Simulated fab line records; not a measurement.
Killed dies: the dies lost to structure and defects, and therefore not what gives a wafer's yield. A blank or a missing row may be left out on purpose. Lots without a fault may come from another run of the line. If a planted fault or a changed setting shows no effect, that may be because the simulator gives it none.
Chamber matching -- flow gf180mcu -- 3 sister chambers for GF_SAB_CVD_00 on pecvd-01
The step deposits SiO2 from TEOS, target thk 50 nm, time 4.9302 s. 3 wafers are shown with their chamber, then 8 later ones without.

WAFERS WITH THEIR CHAMBER
wafer,chamber,heater-power-w (W)
L909.6,2,720
L916.6,0,748
L917.1,1,503

WAFERS WHOSE CHAMBER IS MISSING
wafer,heater-power-w (W)
L917.3,712
L917.6,716
L919.3,661
L919.5,669
L919.6,765
L921.1,746
L921.2,597
L921.4,739

WHICH CHAMBER EACH ONE RAN IN
wafer,from the rows above,in truth
L917.3,can't be placed: 2 or 0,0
L917.6,can't be placed: 2 or 0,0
L919.3,can't be placed: 2 or 0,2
L919.5,can't be placed: 2 or 0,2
L919.6,can't be placed: 0 or 2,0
L921.1,can't be placed: 0 or 2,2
L921.2,can't be placed: 1 or 2 or 0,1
L921.4,can't be placed: 0 or 2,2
Correct placement for 0 of the 8. Not placeable from these rows: 8 (in 8, the candidates include the true chamber). 0 placed wrongly.
How it was worked out, from the rows above alone: a wafer's distance from a chamber is the root of the sum, over the readings, of the square of ((its reading less the chamber's mean) divided by the reading's scatter). If the next closest chamber is less than 2 further off than the closest, the wafer can't be placed; otherwise it belongs to the closest. A chamber's mean is the mean of its shown wafers. The scatter: root of mean squared gap, hidden wafer to nearest shown wafer, with one shown wafer a chamber.
